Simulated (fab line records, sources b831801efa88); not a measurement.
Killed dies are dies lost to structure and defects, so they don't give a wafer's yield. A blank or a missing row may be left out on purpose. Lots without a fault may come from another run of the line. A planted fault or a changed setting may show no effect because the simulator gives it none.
A struck lot beside a sound one | flow sfq_line | 16 steps out of a route of 325
Sound: wafers L591.2, L591.5, L591.6. Struck: wafers L585.2, L585.3, L585.6. The cause comes at the end.
At each step with rows: each side's tool, then ch and its chambers, then its first start. Under that, the readings that differ: sound wafers | struck wafers | difference of the means | sigmas: that difference in standard deviations of wafers without a fault.
alike: readings whose means differ by less than 2 such deviations, and words and numbers that are the same on both sides. not compared: withheld readings, readings that some wafer has no value for, bounds like >300 that may hide the same value, and numbers for which the record gives no deviation and whose values overlap.
The two part at a step that has a row with sigmas, a row that says differs or no value, or rows on one side only. Numbers that don't overlap but have no deviation are shown without sigmas and don't part them. A reading that every wafer of one side lacks parts them only if that side has two wafers or more.

first, 3 steps without rows for these wafers: SFQ_TRILAYER_I7_VIA_LITHO_EXPOSE_188 (exposes mask I7, target cd 1000 nm); SFQ_TRILAYER_I7_VIA_LITHO_PEB_190 (peb time 60 s); SFQ_TRILAYER_I7_VIA_LITHO_DEVELOP_189 (time 60 s).
SFQ_I7_OVL_MEAS_947:
  sound on overlay-02, day 87 11:34; struck on overlay-01, day 86 21:22
  alike: I7_OVL
SFQ_TRILAYER_I7_VIA_BARC_OPEN_VIA_ETCH_260: etches BARC in O2, target depth 125 nm, time 41.7 s.
  sound on rie_diel-01 ch 0,3, day 87 11:35; struck on rie_diel-02 ch 1,2, day 86 21:23
  alike: drypump_motor_current_A, oes_product_au
  not compared: rf_hours_counter_h
SFQ_TRILAYER_I7_VIA_ETCH_VIA_ETCH_190: etches SiO2 in CHF3, stops on Nb, target depth 260 nm.
  sound on rie_diel-01 ch 0,3, day 87 11:38; struck on rie_diel-02 ch 1,2, day 86 21:26
  alike: drypump_motor_current_A, oes_product_au
SFQ_TRILAYER_I7_VIA_STRIP_STRIP_191: strips in O2.
  sound on rie_metal-03 ch 0,1, day 87 11:45; struck on rie_metal-04 ch 0,1, day 86 21:33
  alike: drypump_motor_current_A, he_backside_leak_sccm, oes_product_au
  not compared: rf_hours_counter_h
then, 5 steps without rows for these wafers: SFQ_TRILAYER_I7_VIA_STRIP_SOLV_CLEAN_192 (cleans in NMP, time 600 s); SFQ_TRILAYER_M8_LITHO_LOR_COAT_197; SFQ_TRILAYER_M8_LITHO_LOR_BAKE_198; SFQ_TRILAYER_M8_LITHO_COAT_193 (resist thk 600 nm); SFQ_TRILAYER_M8_LITHO_SOFTBAKE_199.
-- the record jumps here: 3 days lie between the struck wafers' starts before and after --
SFQ_TRILAYER_M8_LITHO_EXPOSE_194: exposes mask M8, target cd 2000 nm.
  sound on krf_scanner-01 ch 0, day 90 20:58; struck on krf_scanner-02 ch 0, day 89 22:02
  reading                    | sound             | struck      | difference | sigmas
  model.M8.overlay_x_nm (nm) | 7.836 7.836 7.836 | 264 264 264 | +256       |
  alike: mask
then, 2 steps without rows for these wafers: SFQ_TRILAYER_M8_LITHO_PEB_196 (peb time 60 s); SFQ_TRILAYER_M8_LITHO_DEVELOP_195 (img clear 15 s, time 55 s).
SFQ_M8_OVL_MEAS_948:
  sound on overlay-02, day 90 22:16; struck on overlay-02, day 89 23:32
  reading     | sound  | struck      | difference | sigmas
  M8_OVL (nm) | 9 7 10 | 268 269 261 | +257       | +49
  not compared: hold

WHERE THEY PART
Only at SFQ_M8_OVL_MEAS_948, within this record.

WHY: what the simulator had put in
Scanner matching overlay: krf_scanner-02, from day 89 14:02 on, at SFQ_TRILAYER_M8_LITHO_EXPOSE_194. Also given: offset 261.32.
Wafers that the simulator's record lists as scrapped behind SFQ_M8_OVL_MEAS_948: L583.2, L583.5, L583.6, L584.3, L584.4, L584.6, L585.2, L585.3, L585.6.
